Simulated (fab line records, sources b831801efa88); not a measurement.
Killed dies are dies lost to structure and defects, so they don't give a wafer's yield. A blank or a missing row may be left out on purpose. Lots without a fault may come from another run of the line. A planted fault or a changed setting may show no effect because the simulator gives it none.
A struck lot beside a sound one | flow gf180mcu | 14 steps out of a route of 602
Sound: wafers L675.1, L675.3, L675.6. Struck: wafers L682.1, L682.5, L682.6. The cause comes at the end.
At each step with rows: each side's tool, then ch and its chambers, then its first start. Under that, the readings that differ: sound wafers | struck wafers | difference of the means | sigmas: that difference in standard deviations of wafers without a fault.
alike: readings whose means differ by less than 2 such deviations, and words and numbers that are the same on both sides. not compared: withheld readings, readings that some wafer has no value for, bounds like >300 that may hide the same value, and numbers for which the record gives no deviation and whose values overlap.
The two part at a step that has a row with sigmas, a row that says differs or no value, or rows on one side only. Numbers that don't overlap but have no deviation are shown without sigmas and don't part them. A reading that every wafer of one side lacks parts them only if that side has two wafers or more.

GF_HV_LDD_RS_MEAS_53: measures by four-point-probe.
  sound on film_metro-04, day 16 21:40; struck on film_metro-03, day 18 23:53
  alike: HV_LDD_RS
then, 1 step without rows for these wafers: GF_HV_LDD_CVD_54 (deposits SiO2 from TEOS, target thk 10 nm, time 75 s).
GF_HV_LDD_THK_MEAS_55:
  sound on film_metro-01, day 16 22:50; struck on film_metro-04, day 19 01:55
  alike: HV_LDD_CVD_54_THK
then, 1 step without rows for these wafers: GF_HV_LDD_CVD_56 (deposits Si3N4 from DCS/NH3, target thk 90 nm, time 1543 s).
GF_HV_LDD_THK_MEAS_57:
  sound on film_metro-03, day 17 00:19; struck on film_metro-03, day 19 03:24
  alike: HV_LDD_CVD_56_THK
GF_HV_LDD_ETCHBACK_58: etches Si3N4 in CH3F/O2, stops on SiO2, time 100 s, target depth 90 nm.
  sound on rie_diel-02 ch 2,3, day 17 00:23; struck on rie_diel-04 ch 0,2,3, day 19 03:28
  alike: bias_w, drypump_motor_current_A, oes_product_au, throttle_valve_pct
  not compared: rf_hours_counter_h
then, 6 steps without rows for these wafers: GF_NSD_DEHYDRATE_00 (time 60 s); GF_NSD_HMDS_01 (prime time 60 s); GF_NSD_COAT_02 (resist thk 1000 nm); GF_NSD_SOFTBAKE_03 (time 60 s); GF_NSD_EXPOSE_04 (exposes mask Nplus, target cd 400 nm); GF_NSD_PEB_05.
GF_NSD_DEVELOP_06: develop time 60 s.
  sound on litho_track-04 ch 0, day 17 22:41; struck on litho_track-01, day 20 03:36
  no value came back on the struck wafers for chill_plate_temp_C (C), develop_time_s (s); on the sound wafers chill_plate_temp_C (C) reads 22.94 22.82 22.93
GF_NSD_CD_MEAS_07: target cd 400 nm.
  sound on cd_sem-01, day 17 22:50; struck on cd_sem-01, day 20 03:45
  reading    | sound             | struck | difference                    | sigmas
  cd_nm (nm) | 401.8 397.6 399.3 | - - -  | no value on the struck wafers |

WHERE THEY PART
First at GF_NSD_DEVELOP_06; last, within this record, at GF_NSD_CD_MEAS_07.

WHY: what the simulator had put in
Skipped step whole: litho_track-01, from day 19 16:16 on, at GF_NSD_DEVELOP_06. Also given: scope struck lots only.
